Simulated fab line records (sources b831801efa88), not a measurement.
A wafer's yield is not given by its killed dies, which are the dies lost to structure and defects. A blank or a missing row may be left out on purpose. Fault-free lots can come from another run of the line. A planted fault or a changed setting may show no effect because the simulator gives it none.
Problem report, 8D (eight disciplines) form, completed by code -- flow sfq-line -- the parts of the form that need people (team, actions taken, sign-off) are left out

== 1. THE ISSUE ==
Wafers without a fault read 1000 C, standard deviation 0.088; tube-center-temp-C at SFQ_TRILAYER_INCOMING_OXIDATION_002 reads a mean of 1052 C on 6 wafers belonging to 2 lots. That is +99 or more standard deviations from the usual mean.
The step: target thk 500 nm, ox time 4939 s.
First observed at day 3 17:07: wafer L341.2, on furnace-02. Wafers with a number at this step in the record: 18, from 6 lots. The rule behind "out" and "out of limits": a value lying over 4 standard deviations away from the usual mean. The other wafers with a number count as sound.

== 2. WHAT IT IS AND WHAT IT IS NOT ==
question,is,is not
which readings at this step,"tube-center-temp-C, spike-tc-bottom-C, spike-tc-centre-C, spike-tc-lower-C, spike-tc-top-C, spike-tc-upper-C, tube_center_temp_C_max, zone-power-centre-pct, zone-power-lower-pct, zone-power-upper-pct",-
which lots,"L341, L343","L334, L335, L349, L352"
which wafers of those lots,all that have a number,-
read on which tools,furnace-02,furnace-01
when,from day 3 17:07,"up to then (6 sound wafers); but 6 sound wafers of L349, L352 came after"

== 3. SUSPECTS, AND WHAT RULES EACH OUT ==
Counting: a tool at a process step up to the reading stays a suspect if it ran every lot that is out and no sound lot after the first of them.
- furnace-02 at SFQ_TRILAYER_INCOMING_OXIDATION_002 (target thk 500 nm, ox time 4939 s): kept. It processed each lot that is out, first L341 at day 3 17:07, and no sound lot thereafter; up to then, the last sound lot it processed was L335 at day 2 11:07. On those wafers its own readings are out: spike-tc-bottom-C, spike-tc-centre-C, spike-tc-lower-C, spike-tc-top-C, spike-tc-upper-C, tube-center-temp-C, tube_center_temp_C_max, zone-power-centre-pct, zone-power-lower-pct, zone-power-upper-pct.
After counting, what remains is furnace-02 at SFQ_TRILAYER_INCOMING_OXIDATION_002.

== 4. THE CAUSE (what the simulator had put in) ==
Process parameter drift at SFQ_TRILAYER_INCOMING_OXIDATION_002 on furnace-02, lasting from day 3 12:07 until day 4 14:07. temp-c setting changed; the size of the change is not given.
Counting left only this tool.

== 5. THE CHAIN OF EFFECTS, in route order ==
Each row: a reading where the mean over the struck wafers with a number is more than 3 standard deviations away from the usual. Only readings whose record carries a usual standard deviation are examined. hours: median over the lots of the time between each lot's start at the first step of this table that gives one and its start at this step. sigmas: the change, counted in usual standard deviations.
hours,step,reading,usual,on struck wafers,change,sigmas
0,SFQ_TRILAYER_INCOMING_OXIDATION_002,spike-tc-bottom-C,1018 C,1066,+48,+12
0,SFQ_TRILAYER_INCOMING_OXIDATION_002,spike-tc-centre-C,1001.4 C,1053.3,+51.9,+47
0,SFQ_TRILAYER_INCOMING_OXIDATION_002,spike-tc-lower-C,1001.0 C,1053.1,+52.1,+52
0,SFQ_TRILAYER_INCOMING_OXIDATION_002,spike-tc-top-C,1016.3 C,1064.5,+48.2,+17
0,SFQ_TRILAYER_INCOMING_OXIDATION_002,spike-tc-upper-C,1001.1 C,1053.2,+52.1,+53
0,SFQ_TRILAYER_INCOMING_OXIDATION_002,tube-center-temp-C,1000 C,1052,+52,+99 or more
0,SFQ_TRILAYER_INCOMING_OXIDATION_002,tube_center_temp_C_max,1002.6,1054.6,+52.0,+99 or more
0,SFQ_TRILAYER_INCOMING_OXIDATION_002,zone-power-bottom-pct,31.5 %,37.0,+5.5,+4.2
0,SFQ_TRILAYER_INCOMING_OXIDATION_002,zone-power-centre-pct,23.8 %,26.4,+2.6,+4.7
0,SFQ_TRILAYER_INCOMING_OXIDATION_002,zone-power-lower-pct,22.5 %,25.3,+2.8,+7.7
0,SFQ_TRILAYER_INCOMING_OXIDATION_002,zone-power-upper-pct,22.3 %,26.3,+4.0,+4.6
The process steps in it:
- SFQ_TRILAYER_INCOMING_OXIDATION_002: target thk 500 nm, ox time 4939 s.

== 6. HOW IT WOULD HAVE BEEN CAUGHT EARLIER ==
First out-of-limits reading in this record: day 3 17:07, which is 5 hours after fault onset at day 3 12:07.
